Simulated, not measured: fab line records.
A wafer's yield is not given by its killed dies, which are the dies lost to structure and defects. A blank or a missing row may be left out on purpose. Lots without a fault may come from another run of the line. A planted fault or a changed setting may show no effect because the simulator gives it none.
Which tool is to blame? -- flow gf180mcu -- 12 lots with 36 wafers sampled at 5 steps, on a route of 602 steps

## WHAT THE GAUGES READ, wafer by wafer
GF_HV_LDD_TW_MEAS_38.
lot,measured,on,HV_LDD_3_TW
L789,day 11 14:06,filmMetro-02,1424 1409 1412
L791,day 12 00:10,filmMetro-01,1416 1419 1414
L792,day 12 13:33,filmMetro-02,1521 1515 1506 1514 1509 1517
L793,day 13 02:50,filmMetro-04,1453 1449 1455
L797,day 14 03:41,filmMetro-04,1453 1441 1440
L798,day 14 14:31,filmMetro-02,1528 1528 1524 1512 1533 1524
L800,day 15 04:46,filmMetro-01,1525 1530 1521 1526 1519 1525
L804,day 16 13:39,filmMetro-04,1448 1444 1448
L806,day 17 04:13,filmMetro-02,1406 1406 1409
L805,day 17 04:52,filmMetro-02,1413 1415 1412
L808,day 18 00:34,filmMetro-01,1415 1410 1408
L809,day 18 08:29,filmMetro-01,1410 1406 1408

GF_HV_LDD_RS_MEAS_53: the measuring method here is four-point-probe.
lot,measured,on,HV_LDD_RS (ohm/sq)
L789,day 12 09:26,filmMetro-02,419.5 419.6 420.5
L791,day 12 19:18,filmMetro-04,417.3 419.1 419.0
L792,day 13 10:02,filmMetro-01,400.2 399.4 399.1 399.9 398.9 399.9
L793,day 13 23:25,filmMetro-02,417.6 416.9 417.2
L797,day 15 00:29,filmMetro-02,417.9 417.1 418.3
L798,day 15 11:59,filmMetro-04,397.2 398.3 399.6 398.4 398.0 398.7
L800,day 16 02:09,filmMetro-04,397.0 397.7 396.9 397.3 397.7 397.2
L804,day 17 12:47,filmMetro-04,417.2 416.3 417.8
L806,day 18 03:25,filmMetro-04,416.9 417.8 417.7
L805,day 18 03:57,filmMetro-04,418.9 419.0 418.2
L808,day 19 00:14,filmMetro-02,417.9 418.3 417.5
L809,day 19 09:00,filmMetro-04,417.4 416.8 417.9

GF_V3_BOW_MEAS_05.
lot,measured,on,V3_BOW (um)
L789,day 21 07:11,filmMetro-01,113 104 104
L791,day 21 21:56,filmMetro-01,115 109 95
L792,day 22 14:29,filmMetro-02,102 113 126
L793,day 23 04:16,filmMetro-01,113 113 108
L797,day 24 07:28,filmMetro-01,119 111 119
L798,day 24 18:38,filmMetro-01,125 99 104
L800,day 25 09:01,filmMetro-03,125 130 123
L804,day 26 20:40,filmMetro-01,121 132 118
L806,day 27 09:03,filmMetro-03,122 124 123
L805,day 27 07:53,filmMetro-03,114 126 123
L808,day 28 00:52,filmMetro-02,115 124 118
L809,day 28 06:47,filmMetro-01,112 117 124

## EACH LOT AND THE TOOL THAT RAN IT (in order: tool; ch and the chambers of the sampled wafers; start)
lot,GF_HV_LDD_IMPLANT_34,GF_M2_STRIP_17
L789,"implanter-01 ch 0, day 11 13:33","plasmaAsher-04 ch 0,1, day 19 02:32"
L791,"implanter-03 ch 0, day 11 23:38","plasmaAsher-04 ch 0,1, day 19 17:35"
L792,"implanter-03 ch 0, day 12 12:41","plasmaAsher-03 ch 0,1, day 20 10:13"
L793,"implanter-01 ch 0, day 13 02:17","plasmaAsher-03 ch 0,1, day 21 01:13"
L797,"implanter-02 ch 0, day 14 03:08","plasmaAsher-03 ch 0,1, day 22 05:44"
L798,"implanter-03 ch 0, day 14 13:40","plasmaAsher-01 ch 0,1, day 22 18:07"
L800,"implanter-02 ch 0, day 15 03:54","plasmaAsher-03 ch 0,1, day 23 08:16"
L804,"implanter-02 ch 0, day 16 13:08","plasmaAsher-04 ch 0,1, day 24 20:51"
L806,"implanter-02 ch 0, day 17 03:13","plasmaAsher-01 ch 0,1, day 25 11:32"
L805,"implanter-03 ch 0, day 17 04:20","plasmaAsher-03 ch 0,1, day 25 10:28"
L808,"implanter-02 ch 0, day 18 00:01","plasmaAsher-04 ch 0,1, day 26 04:20"
L809,"implanter-02 ch 0, day 18 07:56","plasmaAsher-01 ch 1, day 26 10:19"
- GF_HV_LDD_IMPLANT_34
- GF_M2_STRIP_17: strips in O2/N2.

## AS READ BY THE TOOLS THEMSELVES (means over the sampled wafers that have a number; for cases with no such wafer, the mark the record gives instead)
GF_M2_STRIP_17.
lot,tool,drypumpMotorCurrentA (A),heaterPowerW (W),oesProductAu (a.u.),stripTimeToEndpointS (s)
L789,plasmaAsher-04,5.5,314,0.558,7.84
L791,plasmaAsher-04,5.3,285,0.558,7.83
L792,plasmaAsher-03,6.0,286,0.550,7.90
L793,plasmaAsher-03,6.0,289,0.557,7.81
L797,plasmaAsher-03,6.0,287,0.557,7.82
L798,plasmaAsher-01,6.0,340,0.557,7.88
L800,plasmaAsher-03,6.0,300,0.564,7.94
L804,plasmaAsher-04,5.3,279,0.556,7.96
L806,plasmaAsher-01,5.8,333,0.557,7.86
L805,plasmaAsher-03,6.0,287,0.564,7.86
L808,plasmaAsher-04,5.5,311,0.558,7.84
L809,plasmaAsher-01,6.4,339,0.558,7.90

## THE ANSWER, worked out from the rows above alone
Rule: the usual values come from the lots themselves. The widest of any qualifying gaps counts: lots, ordered by their means at a reading, are off when they make up no more than a third of the lots, leave a main group of 4 or more, and stand apart from it by 3 or more times the standard deviation of that group's means. A main group is skipped when, at the precision printed for the reading in the tables above, its means are all equal. Also off: a lot with no number at a reading for which 4 or more lots have one. The other lots that the step has rows for count as sound. Order of review: gauges by route order, followed by the tools' own readings, for which a lot's mean as printed above is used. The first step at which some lot is off is used, and at that step the reading that is off furthest; a lot without a number counts as furthest.
Off: L792, L798, L800, seen at GF_HV_LDD_TW_MEAS_38 (HV_LDD_3_TW). For the main group the mean is 1424 and the standard deviation 17.
A tool fits if, at a process step before that reading, it ran every lot that is off, and no sound lot after the first of them. The gauges at GF_HV_LDD_TW_MEAS_38 are tried like those tools. None of those tried fits.

## WHAT HAD BEEN PUT IN BY THE SIMULATOR
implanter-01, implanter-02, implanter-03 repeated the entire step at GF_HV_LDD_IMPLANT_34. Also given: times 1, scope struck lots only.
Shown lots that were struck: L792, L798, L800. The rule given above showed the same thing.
